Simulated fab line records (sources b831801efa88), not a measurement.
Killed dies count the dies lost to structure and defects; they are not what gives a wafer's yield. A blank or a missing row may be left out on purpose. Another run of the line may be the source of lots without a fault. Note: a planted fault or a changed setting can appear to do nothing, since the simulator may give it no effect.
Code-filled problem report in 8D (eight disciplines) form	flow sfq line	the parts of the form that need people (team, actions taken, sign-off) are left out

== 1. WHAT WENT WRONG ==
Wafers without a fault read 594 W, standard deviation 3.3; rf fwd power W at SFQ_TRILAYER_M7_BARC_OPEN_METAL_ETCH_229 reads a mean of 691 W on 9 wafers belonging to 3 lots. That is +29 standard deviations from the usual mean.
The step: etches BARC in O2, target depth 125 nm, time 41.7 s.
First observed at day 79 04:14: wafer L349.1, on rie metal-01. At this step, 21 wafers from 7 lots have a number in the record. Rule for "out" (also "out of limits"): further than 4 standard deviations from the usual mean. The rest of the wafers with a number are treated as sound.

== 2. WHAT IT IS, AND WHAT IT ISN'T ==
question	is	is not
which readings at this step	rf fwd power W	drypump motor current A, oes product au
which lots	L349, L351, L352	L335, L347, L348, L350
which wafers of those lots	all that have a number	-
read on which tools	rie metal-01	rie metal-02, rie metal-03
when	from day 79 04:14	up to then (9 sound wafers); but 3 sound wafers of L350 came after

== 3. SUSPECTS, AND WHAT RULES EACH OUT ==
Counting: a tool at any process step up to the reading remains a suspect when it ran all the lots that are out and ran no sound lot after the first of those.
- rie metal-01 at SFQ_TRILAYER_M7_BARC_OPEN_METAL_ETCH_229 (etches BARC in O2, target depth 125 nm, time 41.7 s): kept. All lots that are out passed through it, beginning with L349 at day 79 04:14, and no sound lot followed; its final sound lot before that point was L347 at day 78 21:02. Its own rf fwd power W readings are out on those wafers.
Left after counting: rie metal-01 at SFQ_TRILAYER_M7_BARC_OPEN_METAL_ETCH_229.

== 4. THE CAUSE (what the simulator had put in) ==
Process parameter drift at SFQ_TRILAYER_M7_BARC_OPEN_METAL_ETCH_229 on rie metal-01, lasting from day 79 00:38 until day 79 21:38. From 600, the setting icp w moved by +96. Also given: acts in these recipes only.
The count eliminated every tool but this one.

== 5. THE EFFECT CHAIN, in route order ==
Each row: a reading whose mean over the struck wafers that have a number lies more than 3 standard deviations from the usual. Only readings whose record carries a usual standard deviation are examined. hours: median over the lots of the time between each lot's start at the first step of this table that gives one and its start at this step. sigmas: the change, counted in usual standard deviations.
hours	step	reading	usual	on struck wafers	change	sigmas
0	SFQ_TRILAYER_M7_BARC_OPEN_METAL_ETCH_229	rf fwd power W	594 W	691	+97	+29
Here are the process steps it includes:
- SFQ_TRILAYER_M7_BARC_OPEN_METAL_ETCH_229: etches BARC in O2, target depth 125 nm, time 41.7 s.

== 6. WHAT WOULD HAVE CAUGHT IT SOONER ==
First out-of-limits reading in this record: day 79 04:14, which is 4 hours after fault onset at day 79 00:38.
